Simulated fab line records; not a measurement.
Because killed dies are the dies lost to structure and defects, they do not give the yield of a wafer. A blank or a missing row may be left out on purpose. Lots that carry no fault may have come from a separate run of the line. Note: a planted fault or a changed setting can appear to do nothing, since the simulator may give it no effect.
Split-lot experiment + flow sfq_line + 5 lots, 23 wafers read, on a route of 325 steps

== ON THE SPLIT ==
At SFQ_TRILAYER_I3_CMP_CMP_082 (polishes SiO2), the setting leave_above_ref_nm was moved away from the recipe's 200 nm on 10 of the 23 wafers read, by -4.4% to -2.1%. For the rest of the wafers, this setting stayed at what the recipe calls for.

There is no step in the file separating the split from the reading.

== THE READING ==
thk_nm, in nm, at SFQ_TRILAYER_I3_METRO_MEASURE_083. Fault-free wafers of this fab line usually give 199.7 nm, standard deviation 1.6 nm.

| wafer  | tool, chamber at the split | leave_above_ref_nm as run, nm | against the recipe | thk_nm, nm | against lot-mates on the recipe |
|--------|----------------------------|-------------------------------|--------------------|------------|---------------------------------|
| L074.3 | cmp-02, 2                  | 200                           | recipe             | 200.7      | -                               |
| L074.4 | cmp-02, 0                  | 200                           | recipe             | 199.7      | -                               |
| L074.5 | cmp-02, 2                  | 200                           | recipe             | 201.8      | -                               |
| L078.1 | cmp-01, 1                  | 200                           | recipe             | 201.5      | -                               |
| L078.2 | cmp-01, 3                  | 191.2                         | -4.4%              | 189.9      | -10.9                           |
| L078.4 | cmp-01, 2                  | 191.2                         | -4.4%              | 192.1      | -8.8                            |
| L078.5 | cmp-01, 1                  | 200                           | recipe             | 200.2      | -                               |
| L078.6 | cmp-01, 0                  | 191.2                         | -4.4%              | 191.5      | -9.3                            |
| L079.1 | cmp-01, 3                  | 200                           | recipe             | 197.5      | -                               |
| L079.2 | cmp-01, 1                  | 200                           | recipe             | 202.8      | -                               |
| L079.3 | cmp-01, 0                  | 200                           | recipe             | 199.9      | -                               |
| L079.4 | cmp-01, 2                  | 195.6                         | -2.2%              | 195.9      | -4.2                            |
| L079.6 | cmp-01, 3                  | 195.6                         | -2.2%              | 194.5      | -5.6                            |
| L083.1 | cmp-02, 2                  | 192.8                         | -3.6%              | 193.8      | -5.8                            |
| L083.2 | cmp-02, 3                  | 192.8                         | -3.6%              | 194.3      | -5.3                            |
| L083.4 | cmp-02, 1                  | 200                           | recipe             | 198.1      | -                               |
| L083.5 | cmp-02, 3                  | 200                           | recipe             | 201.1      | -                               |
| L083.6 | cmp-02, 2                  | 192.8                         | -3.6%              | 192.9      | -6.7                            |
| L084.1 | cmp-02, 1                  | 200                           | recipe             | 197.7      | -                               |
| L084.2 | cmp-02, 0                  | 195.8                         | -2.1%              | 193.0      | -6.1                            |
| L084.3 | cmp-02, 2                  | 200                           | recipe             | 199.8      | -                               |
| L084.4 | cmp-02, 3                  | 195.8                         | -2.1%              | 196.1      | -3.0                            |
| L084.5 | cmp-02, 2                  | 200                           | recipe             | 199.8      | -                               |

THE FIT
A straight line over all 23 wafers: thk_nm changes by +1.97 nm for each +1% of leave_above_ref_nm; r = +0.92; the points scatter about the line by 1.5 nm.
The same after taking each lot's own level away (the mean of its wafers on the recipe; 23 wafers): +2.01 nm for each +1%; r = +0.93; scatter 1.4 nm.
Per that fit: largest leave_above_ref_nm move, reading shift of 8.9 nm.
Across the lots, their own levels run from 199.10 to 200.85 nm, a range of 1.1 times the standard deviation given above.
The two slopes agree, so the slope changes little with the lot-to-lot level.
Check: -8.42 nm against its lot-mates is what the line predicts for one of the wafers moved furthest among these (-4.4%) when that wafer is left out of the fit. It came out at -10.9 nm against them.

== OTHER SPLITS APPLIED TO THESE WAFERS ==
Note: prior to the reading, these wafers also went through further splits. Each is held against what the fit with the lots' levels taken away leaves over:
| other split on the same wafers               | wafers away from the commonest value | r with thk_nm (lot level and that fit taken away) |
|----------------------------------------------|--------------------------------------|---------------------------------------------------|
| SFQ_TRILAYER_I1_VIA_LITHO_EXPOSE_050 dose_mj | 11                                   | -0.03                                             |
| SFQ_TRILAYER_M2_DEP_SPUTTER_055 power_w      | 9                                    | +0.22                                             |
| SFQ_TRILAYER_M2_LITHO_EXPOSE_058 dose_mj     | 11                                   | +0.18                                             |
| SFQ_TRILAYER_I2_DEP_PECVD_063 time_s         | 9                                    | +0.25                                             |
| SFQ_TRILAYER_I2_VIA_LITHO_COAT_067 spin_rpm  | 9                                    | +0.02                                             |
| SFQ_TRILAYER_M3_LITHO_COAT_075 resist_thk_nm | 6                                    | +0.35                                             |
| SFQ_TRILAYER_M3_LITHO_PEB_078 peb_temp_c     | 6                                    | +0.01                                             |

== THE WHOLE CHAIN: every reading that the file lists as answering this split, in the file's order ==
| step                              | what it does  | reading                                                                                   | change (the file's fit)              | r (the file's) |
|-----------------------------------|---------------|-------------------------------------------------------------------------------------------|--------------------------------------|----------------|
| SFQ_TRILAYER_I3_CMP_CMP_082       | polishes SiO2 | SiO2_of_TRILAYER_I3_DEP_PECVD_081.thk_nm (the simulator's own value, which no gauge read) | +2.02 nm for each +1% of the setting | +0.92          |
| SFQ_TRILAYER_I3_METRO_MEASURE_083 |               | thk_nm                                                                                    | +2.02 nm for each +1% of the setting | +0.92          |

== FILE'S OWN FIT ==
thk_nm changes by +2.02 nm for each +1% of leave_above_ref_nm, r = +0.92.
